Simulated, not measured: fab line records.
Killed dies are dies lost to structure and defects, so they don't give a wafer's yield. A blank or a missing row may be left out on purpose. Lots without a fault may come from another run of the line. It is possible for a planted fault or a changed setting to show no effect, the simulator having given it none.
Matching of chambers || flow sky130 || cmp-01 running SKY_VIA3_CMP_02: 4 sister chambers
The step polishes SiO2. 14 wafers are shown with their chamber, then 7 later ones without.

WAFERS PAIRED WITH THEIR CHAMBERS
{"wafer": "L865.4", "chamber": 2, "motor current A (A)": 11.8, "slurry filter dp kPa (kPa)": 13.67, "platen rpm (rpm)": 59.97}
{"wafer": "L865.5", "chamber": 2, "motor current A (A)": 12.2, "slurry filter dp kPa (kPa)": 13.28, "platen rpm (rpm)": 60.06}
{"wafer": "L865.6", "chamber": 1, "motor current A (A)": 12.2, "slurry filter dp kPa (kPa)": 13.64, "platen rpm (rpm)": 60.00}
{"wafer": "L866.1", "chamber": 0, "motor current A (A)": 12.0, "slurry filter dp kPa (kPa)": 13.63, "platen rpm (rpm)": 60.00}
{"wafer": "L866.2", "chamber": 3, "motor current A (A)": 12.5, "slurry filter dp kPa (kPa)": 13.53, "platen rpm (rpm)": 60.05}
{"wafer": "L866.3", "chamber": 2, "motor current A (A)": 12.2, "slurry filter dp kPa (kPa)": 13.57, "platen rpm (rpm)": 60.05}
{"wafer": "L868.2", "chamber": 3, "motor current A (A)": 12.6, "slurry filter dp kPa (kPa)": 13.74, "platen rpm (rpm)": 60.00}
{"wafer": "L868.3", "chamber": 1, "motor current A (A)": 12.9, "slurry filter dp kPa (kPa)": 13.72, "platen rpm (rpm)": 59.97}
{"wafer": "L868.5", "chamber": 2, "motor current A (A)": 12.6, "slurry filter dp kPa (kPa)": 13.47, "platen rpm (rpm)": 60.06}
{"wafer": "L876.1", "chamber": 2, "motor current A (A)": 13.1, "slurry filter dp kPa (kPa)": 13.42, "platen rpm (rpm)": 59.91}
{"wafer": "L876.4", "chamber": 0, "motor current A (A)": 11.8, "slurry filter dp kPa (kPa)": 13.42, "platen rpm (rpm)": 59.96}
{"wafer": "L876.6", "chamber": 0, "motor current A (A)": 12.2, "slurry filter dp kPa (kPa)": 13.47, "platen rpm (rpm)": 59.96}
{"wafer": "L880.2", "chamber": 3, "motor current A (A)": 12.6, "slurry filter dp kPa (kPa)": 13.54, "platen rpm (rpm)": 59.98}
{"wafer": "L880.5", "chamber": 0, "motor current A (A)": 11.7, "slurry filter dp kPa (kPa)": 13.51, "platen rpm (rpm)": 59.97}

SIGNATURES (means of the wafers above)
{"reading": "motor current A", "chamber 0": 11.925, "chamber 1": 12.550, "chamber 2": 12.380, "chamber 3": 12.567, "scatter within a chamber": 0.37}
{"reading": "slurry filter dp kPa", "chamber 0": 13.5075, "chamber 1": 13.6800, "chamber 2": 13.4820, "chamber 3": 13.6033, "scatter within a chamber": 0.12}
{"reading": "platen rpm", "chamber 0": 59.9725, "chamber 1": 59.9850, "chamber 2": 60.0100, "chamber 3": 60.0100, "scatter within a chamber": 0.0472}
Rule: distance of a wafer from a chamber = root of the sum over the readings of ((wafer's reading minus chamber's mean) / reading's scatter) squared. The wafer belongs to the nearest chamber; if the next one is less than 2 further off, it can't be placed. The scatter: the root of (the sum of the squares of (reading less its chamber's mean) over the shown wafers, divided by (wafers less chambers)).

WAFERS WHOSE CHAMBER IS MISSING
{"wafer": "L880.6", "motor current A (A)": 12.2, "slurry filter dp kPa (kPa)": 13.58, "platen rpm (rpm)": 59.95}
{"wafer": "L881.1", "motor current A (A)": 12.6, "slurry filter dp kPa (kPa)": 13.50, "platen rpm (rpm)": 60.06}
{"wafer": "L881.2", "motor current A (A)": 12.9, "slurry filter dp kPa (kPa)": 13.65, "platen rpm (rpm)": 60.08}
{"wafer": "L881.6", "motor current A (A)": 12.9, "slurry filter dp kPa (kPa)": 13.71, "platen rpm (rpm)": 60.03}
{"wafer": "L884.1", "motor current A (A)": 12.6, "slurry filter dp kPa (kPa)": 13.63, "platen rpm (rpm)": 59.98}
{"wafer": "L884.2", "motor current A (A)": 12.0, "slurry filter dp kPa (kPa)": 13.54, "platen rpm (rpm)": 59.96}
{"wafer": "L884.6", "motor current A (A)": 12.1, "slurry filter dp kPa (kPa)": 13.32, "platen rpm (rpm)": 59.97}

THE CHAMBER EACH PASSED THROUGH
{"wafer": "L880.6", "from the rows above": "can't be placed: 0 or 1 or 2 or 3", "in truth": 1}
{"wafer": "L881.1", "from the rows above": "can't be placed: 2 or 3 or 1 or 0", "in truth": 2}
{"wafer": "L881.2", "from the rows above": "can't be placed: 3 or 1 or 2 or 0", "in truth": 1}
{"wafer": "L881.6", "from the rows above": "can't be placed: 3 or 1 or 2", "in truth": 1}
{"wafer": "L884.1", "from the rows above": "can't be placed: 1 or 3 or 2 or 0", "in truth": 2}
{"wafer": "L884.2", "from the rows above": "can't be placed: 0 or 2 or 3 or 1", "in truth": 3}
{"wafer": "L884.6", "from the rows above": "can't be placed: 0 or 2 or 3 or 1", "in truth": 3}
0 of 7 placed correctly. From these rows, 7 cannot be placed; in 7 the true chamber is one of the candidates. Placed wrongly: 0.
